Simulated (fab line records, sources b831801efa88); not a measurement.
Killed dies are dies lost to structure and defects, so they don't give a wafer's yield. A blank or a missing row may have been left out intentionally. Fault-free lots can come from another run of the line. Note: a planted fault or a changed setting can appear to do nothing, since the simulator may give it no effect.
Which tool was responsible? -- flow gf180mcu -- 30 wafers from 10 lots sampled at 5 of the route's 602 steps

## WHAT EACH GAUGE READ, for each wafer
GF_V4_THK_MEAS_03.
lot,measured,on,V4_CVD_02_THK (nm)
L219,day 23 18:13,film-metro-04,832 844 852
L220,day 24 02:10,film-metro-02,832 837 849
L228,day 26 18:09,film-metro-02,874 857 880
L229,day 27 00:10,film-metro-03,847 871 844
L230,day 27 01:31,film-metro-02,836 848 849
L235,day 29 04:54,film-metro-03,857 875 859
L237,day 29 09:39,film-metro-02,866 847 875
L239,day 30 05:04,film-metro-03,855 866 861
L241,day 30 14:58,film-metro-02,851 846 858
L240,day 30 19:11,film-metro-03,831 847 861

GF_MIM_RS_MEAS_10: a four-point-probe measurement.
lot,measured,on,MIM_ALCU_RS (ohm/sq)
L219,day 24 18:46,film-metro-04,0.1571 0.1573 0.1561
L220,day 25 02:48,film-metro-02,0.1617 0.1598 0.1614
L228,day 27 17:25,film-metro-02,0.1613 0.1727 0.1614
L229,day 27 22:22,film-metro-01,0.1604 0.1607 0.1733
L230,day 27 23:52,film-metro-02,0.1586 0.1603 0.1724
L235,day 30 02:13,film-metro-01,0.1615 0.1638 0.1616
L237,day 30 06:26,film-metro-01,0.1624 0.1593 0.1613
L239,day 31 01:17,film-metro-02,0.1595 0.1592 0.1605
L241,day 31 11:14,film-metro-02,0.1646 0.1628 0.1633
L240,day 31 14:59,film-metro-02,0.1607 0.1593 0.1581

GF_MIM_THK_MEAS_11: measures by xrf.
lot,measured,on,MIM_ALCU_THK (nm)
L219,day 24 18:53,film-metro-04,203.2 202.9 204.3
L220,day 25 02:55,film-metro-02,199.0 200.3 198.0
L228,day 27 17:32,film-metro-02,200.2 186.3 199.4
L229,day 27 22:29,film-metro-01,201.7 200.1 185.4
L230,day 27 23:59,film-metro-02,202.1 198.8 185.5
L235,day 30 02:20,film-metro-01,197.0 195.3 198.8
L237,day 30 06:33,film-metro-01,198.2 198.7 197.7
L239,day 31 01:25,film-metro-02,202.0 202.6 199.4
L241,day 31 11:22,film-metro-02,195.3 197.8 197.9
L240,day 31 15:05,film-metro-02,199.0 201.6 203.4

## WHICH TOOL RAN EACH LOT (tool, then ch and the chambers of the sampled wafers, then the start)
lot,GF_V4_SPUTTER_21,GF_MIM_SPUTTER_08
L219,"pvd-sputter-01, day 24 17:40","pvd-sputter-04, day 24 18:43"
L220,"pvd-sputter-04, day 25 01:41","pvd-sputter-04, day 25 02:44"
L228,"pvd-sputter-01, day 27 16:17","pvd-sputter-04, day 27 17:20"
L229,"pvd-sputter-04, day 27 21:15","pvd-sputter-04, day 27 22:18"
L230,"pvd-sputter-01, day 27 22:44","pvd-sputter-04, day 27 23:47"
L235,"pvd-sputter-01, day 30 01:06","pvd-sputter-03, day 30 02:09"
L237,"pvd-sputter-01, day 30 05:17","pvd-sputter-03, day 30 06:22"
L239,"pvd-sputter-01, day 31 00:11","pvd-sputter-03, day 31 01:14"
L241,"pvd-sputter-02, day 31 10:08","pvd-sputter-04, day 31 11:11"
L240,"pvd-sputter-01, day 31 13:42","pvd-sputter-02, day 31 14:47"
- GF_V4_SPUTTER_21: material Ti, target thk 15 nm, time 80.02 s.
- GF_MIM_SPUTTER_08: material AlCu, target thk 200 nm, time 10.6 s.

## AS READ BY THE TOOLS THEMSELVES (means over the sampled wafers that have a number; for cases with no such wafer, the mark the record gives instead)
GF_V4_SPUTTER_21.
lot,tool,chamber-pressure-pa (Pa),throttle-valve-pct (%)
L219,pvd-sputter-01,5.009,30.0
L220,pvd-sputter-04,5.004,29.5
L228,pvd-sputter-01,5.004,29.8
L229,pvd-sputter-04,5.004,29.6
L230,pvd-sputter-01,5.000,29.9
L235,pvd-sputter-01,4.993,29.8
L237,pvd-sputter-01,5.001,30.0
L239,pvd-sputter-01,5.006,29.5
L241,pvd-sputter-02,4.992,30.0
L240,pvd-sputter-01,5.000,30.1

GF_MIM_SPUTTER_08.
lot,tool,chamber-pressure-pa (Pa),throttle-valve-pct (%)
L219,pvd-sputter-04,0.3993,29.4
L220,pvd-sputter-04,0.4004,30.2
L228,pvd-sputter-04,0.3993,29.6
L229,pvd-sputter-04,0.4007,29.8
L230,pvd-sputter-04,0.3988,30.0
L235,pvd-sputter-03,0.4006,30.6
L237,pvd-sputter-03,0.4005,29.4
L239,pvd-sputter-03,0.3997,29.7
L241,pvd-sputter-04,0.4002,28.9
L240,pvd-sputter-02,0.3999,30.2

## THE ANSWER, worked out from the rows above alone
Rule: the lots themselves supply what counts as usual. Put in order of their means at a reading, lots are off if they are a third of the lots or fewer, leave a main group of 4 or more, and stand apart from it by a gap of 3 or more times the standard deviation of the main group's means; of several such gaps the widest counts. A main group whose means are all the same, to the digits that the tables above print for the reading, isn't used. Also off: a lot with no number at a reading for which 4 or more lots have one. The other lots that the step has rows for count as sound. First the gauges in route order, then the tools' own readings, where a lot's mean is used as printed above. At the first step where some lot is off, the reading lying furthest off is the one used; lots without a number count as furthest.
Nothing can be told from this: no lot is off at any reading shown.

## WHAT THE SIMULATOR HAD PUT IN
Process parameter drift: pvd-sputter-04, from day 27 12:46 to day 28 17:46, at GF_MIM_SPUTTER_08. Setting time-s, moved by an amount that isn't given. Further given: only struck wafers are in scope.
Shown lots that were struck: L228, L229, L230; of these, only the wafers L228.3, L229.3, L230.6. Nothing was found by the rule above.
